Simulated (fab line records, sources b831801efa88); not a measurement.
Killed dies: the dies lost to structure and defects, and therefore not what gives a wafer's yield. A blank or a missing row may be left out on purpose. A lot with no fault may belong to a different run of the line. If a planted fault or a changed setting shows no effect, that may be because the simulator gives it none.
8D (eight disciplines) problem report, filled in by code -- flow sky130 -- the parts of the form that need people (team, actions taken, sign-off) are left out

== 1. PROBLEM STATEMENT ==
Wafers free of any fault read 0.288 ohm/sq (standard deviation 0.0041) for LI_CONTACT_W_RS at SKY_LI_CONTACT_RS_MEAS_22, against a mean of 0.333 ohm/sq on 6 wafers of 2 lots. That puts it +11 standard deviations away from the usual mean.
The step: measures by four-point-probe.
The first sign was on wafer L280.3 at day 34 06:13, on film metro-04. The record has a number at this step for 39 wafers belonging to 13 lots. Rule for "out" (also "out of limits"): further than 4 standard deviations from the usual mean. All remaining wafers that have a number are taken as sound.

== 2. WHAT THIS IS AND IS NOT ==
question,is,is not
which readings at this step,LI_CONTACT_W_RS,-
which lots,"L280, L282","L269, L270, L271, L272, L273, L274, L285, L286, L287, L288, L292"
which wafers of those lots,all that have a number,-
read on which gauges,"film metro-01, film metro-04",film metro-02
when,from day 34 06:13,"up to then (18 sound wafers); but 15 sound wafers of L285, L286, L287, L288, L292 came after"

== 3. SUSPECTS, AND WHAT RULES EACH OUT ==
Counting: a tool at a process step up to the reading stays a suspect if it ran every lot that is out and no sound lot after the first of them.
- the gauge at SKY_LI_CONTACT_RS_MEAS_22: ruled out. 2 gauges (film metro-01, film metro-04) read the wafers that are out.
- cvd w-01 at SKY_LI_CONTACT_CVD_21 (deposits W, target thk 400 nm, time 120.56 s): ruled out as a lasting fault. Following L280 (day 34 06:01), the first lot on it that is out, the sound lots L292 were run on it.
Left after counting: nothing in the record.

== 4. THE CAUSE (what the simulator had put in) ==
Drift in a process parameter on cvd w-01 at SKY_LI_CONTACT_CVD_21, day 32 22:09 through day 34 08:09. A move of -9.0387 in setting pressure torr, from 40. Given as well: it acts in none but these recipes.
The count ruled it out by mistake, since the rule takes a fault to strike every lot its tool runs from the start of the fault on, and this one did not do so.

== 5. THE EFFECT CHAIN, in route order ==
Each row: a reading where the mean over the struck wafers with a number is more than 3 standard deviations away from the usual. Scope: only readings with a usual standard deviation given in the record; hours: median across lots of the time from each lot's start at the first step in this table that gives one to its start at this step; sigmas: change in usual standard deviations.
hours,step,reading,usual,on struck wafers,change,sigmas
0,SKY_LI_CONTACT_CVD_21,chamber pressure Torr,40.00 Torr,30.91,-9.09,-99 or more
0,SKY_LI_CONTACT_RS_MEAS_22,LI_CONTACT_W_RS,0.288 ohm/sq,0.333,+0.045,+11
6,SKY_LI_CONTACT_THK_MEAS_23,LI_CONTACT_W_THK,405 nm,348,-57,-8.5
Its process steps:
- SKY_LI_CONTACT_CVD_21: deposits W, target thk 400 nm, time 120.56 s.

== 6. HOW IT WOULD HAVE BEEN CAUGHT EARLIER ==
Counted from the fault's start at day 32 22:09, it took 32 hours until the first out-of-limits reading at a measuring or inspecting step in this record, taken at day 34 06:13.
At SKY_LI_CONTACT_CVD_21, the tool's own readings (chamber pressure Torr) were out on each struck wafer the step has a row for, so an alarm limit on them would have fired on the first such wafer.
